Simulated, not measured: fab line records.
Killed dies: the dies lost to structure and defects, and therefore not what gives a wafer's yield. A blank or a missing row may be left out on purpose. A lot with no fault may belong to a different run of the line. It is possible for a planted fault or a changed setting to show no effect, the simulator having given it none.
Check for tools in common	flow sky130	11 lots and 33 wafers in the sample

## WHY IT WAS OPENED
SKY_SONOS_ONO_THK_MEAS_01, reading SONOS_ONO_OXIDATION_THK: flagged on 2 of 11 lots. Fault-free wafers read 2.63 nm, with a standard deviation of 0.059.
Rule: a lot is flagged when every wafer of it that has a number lies more than 4 standard deviations from that mean, or none has a number. All remaining lots are regarded as sound.

lot	measured	on	SONOS_ONO_OXIDATION_THK (nm), wafer by wafer	flag
L783	day 11 16:20	filmMetro-02	2.62 2.59 2.64	
L785	day 12 12:56	filmMetro-03	2.58 2.59 2.64	
L786	day 12 20:31	filmMetro-03	2.50 2.53 2.54	
L788	day 13 15:47	filmMetro-04	2.63 2.68 2.66	
L792	day 14 20:46	filmMetro-03	2.30 2.25 2.25	FLAGGED
L794	day 15 12:25	filmMetro-03	2.21 2.17 2.25	FLAGGED
L795	day 15 20:11	filmMetro-03	2.71 2.64 2.68	
L800	day 17 10:28	filmMetro-02	2.70 2.69 2.70	
L801	day 17 16:16	filmMetro-03	2.78 2.73 2.64	
L803	day 18 10:04	filmMetro-03	2.66 2.62 2.70	
L804	day 18 20:49	filmMetro-04	2.69 2.57 2.66	
The mean of the flagged lots' numbers is 2.24 nm, -0.39 nm from the usual (-7 standard deviations).

## LOT BY LOT: THE TOOL USED
Before the reading, the record contains 2 process steps out of a 708-step route. Read each cell as the tool, then ch plus the chambers that the sampled wafers visited, then the start.
lot	flag	SKY_VT_ADJUST_LVTN_STRIP_09	SKY_SONOS_ONO_OXIDATION_00
L783		plasmaAsher-04 ch 0,1, day 6 23:17	furnace-02 ch 0, day 11 14:59
L785		plasmaAsher-04 ch 0,1, day 7 17:41	furnace-01 ch 0, day 12 11:35
L786		plasmaAsher-01 ch 0,1, day 7 22:50	furnace-01 ch 0, day 12 19:10
L788		plasmaAsher-04 ch 0,1, day 8 14:44	furnace-01 ch 0, day 13 14:25
L792	FLAGGED	plasmaAsher-02 ch 0,1, day 9 15:44	furnace-01 ch 0, day 14 19:25
L794	FLAGGED	plasmaAsher-02 ch 0,1, day 10 04:39	furnace-01 ch 0, day 15 11:04
L795		plasmaAsher-01 ch 0,1, day 10 11:32	furnace-02 ch 0, day 15 18:50
L800		plasmaAsher-04 ch 0,1, day 11 17:36	furnace-02 ch 0, day 17 09:08
L801		plasmaAsher-01 ch 1, day 11 23:56	furnace-02 ch 0, day 17 14:55
L803		plasmaAsher-04 ch 0,1, day 12 13:51	furnace-01 ch 0, day 18 08:43
L804		plasmaAsher-02 ch 0,1, day 12 23:06	furnace-02 ch 0, day 18 19:27
What the steps here do:
- SKY_VT_ADJUST_LVTN_STRIP_09: strips in O2/N2.
- SKY_SONOS_ONO_OXIDATION_00: stabilise 600 s, purge 300 s, target thk 2.6 nm.
- SKY_SONOS_ONO_THK_MEAS_01

## FLAGGED AGAINST TOTAL, ONE TOOL AT A TIME (gauges that did the reading follow at the end)
step	tool	lots run	flagged	share of the flagged lots	sound lots run after its first flagged lot
SKY_VT_ADJUST_LVTN_STRIP_09	plasmaAsher-01	3	0	none	-
SKY_VT_ADJUST_LVTN_STRIP_09	plasmaAsher-02	3	2	all	1 (L804)
SKY_VT_ADJUST_LVTN_STRIP_09	plasmaAsher-04	5	0	none	-
SKY_SONOS_ONO_OXIDATION_00	furnace-01	6	2	all	1 (L803)
SKY_SONOS_ONO_OXIDATION_00	furnace-02	5	0	none	-
SKY_SONOS_ONO_THK_MEAS_01	filmMetro-02	2	0	none	-
SKY_SONOS_ONO_THK_MEAS_01	filmMetro-03	7	2	all	3 (L795,L801,L803)
SKY_SONOS_ONO_THK_MEAS_01	filmMetro-04	2	0	none	-

## WHAT THE TABLE ALLOWS
3 rows of the table ran every flagged lot: plasmaAsher-02 at SKY_VT_ADJUST_LVTN_STRIP_09, furnace-01 at SKY_SONOS_ONO_OXIDATION_00, filmMetro-03 at SKY_SONOS_ONO_THK_MEAS_01.
- plasmaAsher-02 at SKY_VT_ADJUST_LVTN_STRIP_09 ran 3 lots, 2 of them flagged. After the first flagged lot (L804), sound lots still ran on it; a lasting fault on the whole tool would not permit that.
- furnace-01 at SKY_SONOS_ONO_OXIDATION_00 ran 6 lots, 2 of them flagged. After the first flagged lot (L803), sound lots still ran on it; a lasting fault on the whole tool would not permit that. Its own readings lie more than 4 standard deviations out on every wafer of the flagged lots: spikeTcBottomC, spikeTcCentreC, spikeTcLowerC, spikeTcTopC, spikeTcUpperC, tubeCenterTempC, tube_center_temp_C_max.
- filmMetro-03 at SKY_SONOS_ONO_THK_MEAS_01 ran 7 lots, 2 of them flagged. After the first flagged lot (L795, L801, L803), sound lots still ran on it; a lasting fault on the whole tool would not permit that.
No row of the table ran every flagged lot and no sound lot after the first.

## WHAT WAS PUT IN BY THE SIMULATOR
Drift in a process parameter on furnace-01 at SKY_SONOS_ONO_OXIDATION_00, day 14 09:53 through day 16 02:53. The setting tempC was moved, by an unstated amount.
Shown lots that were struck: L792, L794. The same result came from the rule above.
